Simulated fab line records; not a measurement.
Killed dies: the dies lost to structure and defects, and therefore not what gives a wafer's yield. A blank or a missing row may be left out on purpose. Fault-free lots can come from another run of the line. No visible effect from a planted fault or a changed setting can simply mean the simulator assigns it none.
fab line records ; flow sky130
record: lots: 13; wafers: 39; last-day: 50
route steps=708 shown VT_ADJUST_LVTN@112 CONTACT@433 METAL1@440 VIA1@481
lots untouched by any fault: they come from a run of this same line in which no faults occurred
start-h: start of the lot's first displayed wafer, in hours after the record's first day ; wait-h: time in hours since the lot's previous step ; " the same as in the row above ; L1.1+2: one row covering several wafers at once ; - value missing, or start not given ; * or withheld: withheld ; < > ~ a bound
route shown NAME@n: NAME is a module with steps in the file, n the number in the route of the first one ; usual: mean/standard deviation of fault-free wafers ; same: alike in all rows ; chamber/n: place in a boat ; sites: per-site readings ; _std_site: their standard deviation ; _edge_site: inner sites' mean taken away from outer sites' mean ; radius-mm: how far each site lies from the wafer's centre ; mask NAME#n: copy n ; behind: the last tool/chamber to shape the wafer ; hold: cause of the lot's hold/its duration in hours/its outcome ; device: transistor that didn't switch, given as n, p or np ; end of line: tests run on the same wafers once the route is complete ; where a step has no rows: the recipe by itself ; killed: dies lost to structure and defects at the first sort, not the wafer's yield ; map: shows each die of a wafer: x if killed, . if not, _ if none is there
set.NAME: the setting as run; set.NAME@STEP: as run at that earlier step ; model.NAME: the simulator's own value behind a step, which no gauge read
a sample of lots followed through the steps of the route, with each step as a table and each wafer as a row
services: the hour from which a tool's chamber was out of use, counted from the record's first day as start-h (under 0 if before that day), plus the number of hours and why
== steps ==
step: SKY_VT_ADJUST_LVTN_EXPOSE_15
recipe: mask-id: HVN_STD_DERIVED; na: 0.6; source-shape: conventional; sigma-outer: 0.6; polarization: unpolarized; target-cd-nm: 600; dose-mj: 163
usual: exposure-dose-mJ-cm2: 163.01/0.15
same: na: 0.6
lot.wafer;tool;chamber;start-h;wait-h;mask;exposure-dose-mJ-cm2
L563.2;iline-stepper-02;0;154.66;-;HVN_STD_DERIVED#0;162.99
L563.3;iline-stepper-02;0;154.66;-;HVN_STD_DERIVED#0;163.14
L563.4;iline-stepper-02;0;154.66;-;HVN_STD_DERIVED#0;163.00
L564.2;iline-stepper-02;0;159.24;-;HVN_STD_DERIVED#0;163.14
L564.3;iline-stepper-02;0;159.24;-;HVN_STD_DERIVED#0;163.12
L564.4;iline-stepper-02;0;159.24;-;HVN_STD_DERIVED#0;163.19
L565.1;iline-stepper-02;0;164.22;-;HVN_STD_DERIVED#0;162.98
L565.4;iline-stepper-02;0;164.22;-;HVN_STD_DERIVED#0;163.03
L565.5;iline-stepper-02;0;164.22;-;HVN_STD_DERIVED#0;163.06
L566.1;iline-stepper-02;0;176.22;-;HVN_STD_DERIVED#0;162.80
L566.4;iline-stepper-02;0;176.22;-;HVN_STD_DERIVED#0;162.93
L566.6;iline-stepper-02;0;176.22;-;HVN_STD_DERIVED#0;162.99
L567.1;iline-stepper-01;0;182.19;-;HVN_STD_DERIVED#0;163.04
L567.3;iline-stepper-01;0;182.19;-;HVN_STD_DERIVED#0;162.96
L567.6;iline-stepper-01;0;182.19;-;HVN_STD_DERIVED#0;163.07
L569.3;iline-stepper-01;0;190.31;-;HVN_STD_DERIVED#0;163.20
L569.5;iline-stepper-01;0;190.31;-;HVN_STD_DERIVED#0;163.00
L569.6;iline-stepper-01;0;190.31;-;HVN_STD_DERIVED#0;163.12
L571.1;iline-stepper-01;0;209.62;-;HVN_STD_DERIVED#0;163.01
L571.2;iline-stepper-01;0;209.62;-;HVN_STD_DERIVED#0;163.14
L571.3;iline-stepper-01;0;209.62;-;HVN_STD_DERIVED#0;162.91
L575.1;iline-stepper-02;0;234.42;-;HVN_STD_DERIVED#0;154.74
L575.3;iline-stepper-02;0;234.42;-;HVN_STD_DERIVED#0;154.75
L575.6;iline-stepper-02;0;234.42;-;HVN_STD_DERIVED#0;154.87
L577.1;iline-stepper-02;0;246.29;-;HVN_STD_DERIVED#0;154.91
L577.3;iline-stepper-02;0;246.29;-;HVN_STD_DERIVED#0;155.02
L577.6;iline-stepper-02;0;246.29;-;HVN_STD_DERIVED#0;154.87
L580.3;iline-stepper-01;0;269.86;-;HVN_STD_DERIVED#0;162.96
L580.4;iline-stepper-01;0;269.86;-;HVN_STD_DERIVED#0;163.00
L580.5;iline-stepper-01;0;269.86;-;HVN_STD_DERIVED#0;163.04
L581.1;iline-stepper-01;0;271.22;-;HVN_STD_DERIVED#0;162.96
L581.4;iline-stepper-01;0;271.22;-;HVN_STD_DERIVED#0;162.63
L581.5;iline-stepper-01;0;271.22;-;HVN_STD_DERIVED#0;162.80
L582.3;iline-stepper-01;0;282.71;-;HVN_STD_DERIVED#0;163.07
L582.4;iline-stepper-01;0;282.71;-;HVN_STD_DERIVED#0;162.99
L582.5;iline-stepper-01;0;282.71;-;HVN_STD_DERIVED#0;163.05
L583.3;iline-stepper-01;0;287.66;-;HVN_STD_DERIVED#0;162.74
L583.4;iline-stepper-01;0;287.66;-;HVN_STD_DERIVED#0;162.76
L583.6;iline-stepper-01;0;287.66;-;HVN_STD_DERIVED#0;162.89
step: SKY_CONTACT_CMP_27
recipe: stop-on: SiO2; t-overpolish-s: 15; down-force-psi: 3.5; platen-rpm: 60; target-thk-nm: 0; pad-velocity-m-s: 0.94248
usual: head-pressure-psi: 3.500/0.0068; motor-current-A: 10.9/1; overpolish-run-s: 15.002/0.0093; time-to-endpoint-s: 80.7/3
lot.wafer;tool;chamber;start-h;wait-h;head-pressure-psi;motor-current-A;overpolish-run-s;time-to-endpoint-s
L563.4;cmp-02;1;746.32;0.0;3.487;10.1;15.009;79.8
L563.2;cmp-02;2;746.32;0.0;3.507;10.2;14.999;78.4
L563.3;cmp-02;3;746.32;0.0;3.506;11.4;14.995;80.7
L564.2;cmp-02;0;747.50;0.0;3.505;12.1;15.008;82.3
L564.3;cmp-02;2;747.50;0.0;3.516;9.8;15.003;85.6
L564.4;cmp-02;3;747.50;0.0;3.488;10.8;15.008;84.0
L565.1;cmp-02;2;758.90;0.1;3.499;9.4;15.001;83.5
L565.4;cmp-02;3;758.90;0.1;3.498;10.7;15.007;76.9
L565.5;cmp-02;0;758.90;0.1;3.498;11.6;14.996;79.6
L566.4;cmp-02;2;777.46;0.1;3.504;9.5;15.019;79.7
L566.1;cmp-02;3;777.46;0.1;3.504;11.0;14.984;83.2
L566.6;cmp-02;1;777.46;0.1;3.501;10.1;15.005;83.1
L567.1;cmp-02;2;787.06;0.5;3.503;10.4;15.002;76.9
L567.3;cmp-02;1;787.06;0.5;3.492;9.7;14.999;79.1
L567.6;cmp-02;2;787.06;0.5;3.504;9.7;15.020;77.3
L569.3;cmp-02;0;787.36;0.5;3.504;11.8;15.008;81.6
L569.6;cmp-02;0;787.36;0.5;3.493;11.7;15.000;81.8
L569.5;cmp-02;1;787.36;0.5;3.488;10.0;15.002;82.3
L571.1;cmp-02;0;824.80;0.1;3.493;12.3;15.004;76.1
L571.3;cmp-02;1;824.80;0.1;3.495;10.5;15.006;79.5
L571.2;cmp-02;2;824.80;0.1;3.499;9.8;15.012;80.9
L575.1;cmp-02;3;846.87;0.1;3.501;10.6;15.000;77.9
L575.3;cmp-02;1;846.87;0.1;3.495;10.5;14.990;82.1
L575.6;cmp-02;2;846.87;0.1;3.497;9.9;14.998;79.4
L577.3;cmp-01;2;864.91;0.1;3.500;13.0;15.012;89.3
L577.1;cmp-01;0;864.91;0.1;3.510;11.4;14.984;85.4
L577.6;cmp-01;2;864.91;0.1;3.508;13.6;15.009;87.0
L580.3;cmp-02;3;874.58;0.0;3.496;10.3;15.008;78.5
L580.4;cmp-02;2;874.58;0.0;3.499;9.7;14.995;79.5
L580.5;cmp-02;0;874.58;0.0;3.497;11.7;14.998;76.3
L581.1;cmp-02;3;877.60;0.1;3.504;11.3;14.996;79.4
L581.4;cmp-02;2;877.60;0.1;3.498;9.8;14.996;78.3
L581.5;cmp-02;3;877.60;0.1;3.498;10.8;14.991;78.3
L582.4;cmp-02;2;890.55;0.1;3.492;9.8;14.997;80.6
L582.3;cmp-02;3;890.55;0.1;3.490;10.6;15.005;78.6
L582.5;cmp-02;2;890.55;0.1;3.492;9.4;14.988;79.3
L583.3;cmp-01;2;893.15;0.0;3.505;13.6;14.985;83.8
L583.4;cmp-01;0;893.15;0.0;3.503;11.8;15.005;80.8
L583.6;cmp-01;3;893.15;0.0;3.490;10.8;15.009;85.3
step: SKY_METAL1_THK_MEAS_06
recipe: thk-meas-gauge: xrf; reads: AlCu_of_METAL1_SPUTTER_02
usual: METAL1_ALCU_THK: 253.7/2.7
lot.wafer;tool;chamber;start-h;wait-h;METAL1_ALCU_THK[nm]
L563.2;film-metro-04;-;746.89;0.1;258.2
L563.3;film-metro-04;-;746.89;0.1;257.0
L563.4;film-metro-04;-;746.89;0.1;257.9
L564.2;film-metro-04;-;748.07;0.1;254.8
L564.3;film-metro-04;-;748.07;0.1;256.6
L564.4;film-metro-04;-;748.07;0.1;256.2
L565.1;film-metro-02;-;759.36;0.1;252.5
L565.4;film-metro-02;-;759.36;0.1;252.2
L565.5;film-metro-02;-;759.36;0.1;251.2
L566.1;film-metro-01;-;777.92;0.1;257.3
L566.4;film-metro-01;-;777.92;0.1;250.0
L566.6;film-metro-01;-;777.92;0.1;252.5
L567.1;film-metro-01;-;787.62;0.1;252.3
L567.3;film-metro-01;-;787.62;0.1;255.1
L567.6;film-metro-01;-;787.62;0.1;255.2
L569.3;film-metro-02;-;787.94;0.1;249.0
L569.5;film-metro-02;-;787.94;0.1;250.4
L569.6;film-metro-02;-;787.94;0.1;248.4
L571.1;film-metro-01;-;825.36;0.1;256.3
L571.2;film-metro-01;-;825.36;0.1;255.3
L571.3;film-metro-01;-;825.36;0.1;254.7
L575.1;film-metro-01;-;847.38;0.1;253.7
L575.3;film-metro-01;-;847.38;0.1;254.9
L575.6;film-metro-01;-;847.38;0.1;256.0
L577.1;film-metro-02;-;865.42;0.1;252.1
L577.3;film-metro-02;-;865.42;0.1;252.2
L577.6;film-metro-02;-;865.42;0.1;253.2
L580.3;film-metro-01;-;875.16;0.1;249.5
L580.4;film-metro-01;-;875.16;0.1;250.6
L580.5;film-metro-01;-;875.16;0.1;255.2
L581.1;film-metro-04;-;878.16;0.1;254.0
L581.4;film-metro-04;-;878.16;0.1;255.5
L581.5;film-metro-04;-;878.16;0.1;254.4
L582.3;film-metro-01;-;891.08;0.1;258.9
L582.4;film-metro-01;-;891.08;0.1;255.2
L582.5;film-metro-01;-;891.08;0.1;257.8
L583.3;film-metro-01;-;893.73;0.1;248.4
L583.4;film-metro-01;-;893.73;0.1;250.3
L583.6;film-metro-01;-;893.73;0.1;250.5
step: SKY_VIA1_THK_MEAS_23
recipe: thk-meas-gauge: xrf; reads: W_of_VIA1_CVD_21
usual: VIA1_W_THK: 275/3.1
lot.wafer;tool;chamber;start-h;wait-h;VIA1_W_THK[nm]
L563.2;film-metro-02;-;802.36;0.1;275
L563.3;film-metro-02;-;802.36;0.1;276
L563.4;film-metro-02;-;802.36;0.1;274
L564.2;film-metro-03;-;803.78;0.1;272
L564.3;film-metro-03;-;803.78;0.1;273
L564.4;film-metro-03;-;803.78;0.1;272
L565.1;film-metro-02;-;816.39;0.1;276
L565.4;film-metro-02;-;816.39;0.1;275
L565.5;film-metro-02;-;816.39;0.1;274
L566.1;film-metro-02;-;833.52;0.1;278
L566.4;film-metro-02;-;833.52;0.1;277
L566.6;film-metro-02;-;833.52;0.1;276
L567.1;film-metro-04;-;842.68;0.1;281
L567.3;film-metro-04;-;842.68;0.1;280
L567.6;film-metro-04;-;842.68;0.1;276
L569.3;film-metro-03;-;842.72;0.1;275
L569.5;film-metro-03;-;842.72;0.1;280
L569.6;film-metro-03;-;842.72;0.1;278
L571.1;film-metro-04;-;880.39;0.1;276
L571.2;film-metro-04;-;880.39;0.1;274
L571.3;film-metro-04;-;880.39;0.1;269
L575.1;film-metro-03;-;902.85;0.1;279
L575.3;film-metro-03;-;902.85;0.1;279
L575.6;film-metro-03;-;902.85;0.1;273
L577.1;film-metro-03;-;919.46;0.1;279
L577.3;film-metro-03;-;919.46;0.1;275
L577.6;film-metro-03;-;919.46;0.1;276
L580.3;film-metro-04;-;928.68;0.1;273
L580.4;film-metro-04;-;928.68;0.1;270
L580.5;film-metro-04;-;928.68;0.1;270
L581.1;film-metro-02;-;931.48;0.1;275
L581.4;film-metro-02;-;931.48;0.1;278
L581.5;film-metro-02;-;931.48;0.1;271
L582.3;film-metro-04;-;944.67;0.1;270
L582.4;film-metro-04;-;944.67;0.1;273
L582.5;film-metro-04;-;944.67;0.1;272
L583.3;film-metro-03;-;946.41;0.1;278
L583.4;film-metro-03;-;946.41;0.1;277
L583.6;film-metro-03;-;946.41;0.1;278
== services ==
tool;chamber;start-h;hours;kind
cmp-02;-;168.14;0.4;repair
iline-stepper-01;-;183.31;1.7;pm
iline-stepper-01;-;205.17;4.4;pm
cmp-02;-;211.29;0.2;repair
iline-stepper-02;-;222.18;0.6;repair
cmp-02;-;232.00;4.0;pm
iline-stepper-01;-;232.05;1.8;repair
iline-stepper-02;-;251.47;40.1;repair
cmp-02;-;260.28;0.5;repair
cmp-02;-;263.42;2.5;repair
cmp-02;-;295.52;2.5;repair
cmp-02;-;333.83;18.1;pm
iline-stepper-01;-;333.84;1.2;repair
cmp-02;-;351.90;5.6;pm
iline-stepper-01;-;404.33;1.7;pm
cmp-02;-;572.30;4.0;pm
cmp-02;-;615.76;3.8;repair
iline-stepper-01;-;619.67;1.7;pm
iline-stepper-01;-;622.93;1.3;repair
cmp-02;-;658.26;5.4;pm
cmp-02;-;682.47;3.9;repair
cmp-02;-;707.67;5.2;pm
iline-stepper-01;-;791.77;4.7;repair
iline-stepper-01;-;837.85;1.7;pm
== key ==
first-sign: step: SKY_VT_ADJUST_LVTN_EXPOSE_15; reading: exposure-dose-mJ-cm2; direction: down; sigmas: 53; usual: *; struck: *
effect none on later readings
met-at SKY_VT_ADJUST_LVTN_EXPOSE_15
struck-lots L575,L577
tester-left-out L575,L577
not-acting-at SKY_CONTACT_CMP_27,SKY_METAL1_THK_MEAS_06,SKY_VIA1_THK_MEAS_23
onset-between 176.22 234.42
fault: kind: process-parameter-drift; tool: iline-stepper-02; chamber: -; onset-h: 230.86; steps: SKY_VT_ADJUST_LVTN_EXPOSE_15; channel: dose-mj; offset: -8.309; shape: step; acts-in: these-recipes-only; stated: 163
tester-left-out: of these lots the tester's yield and bins aren't shown, on N5 and GAA mostly nor the transistor test; their killed dies are dies lost to structure and defects alone, not to doping, threshold or leakage, so they don't give the yield
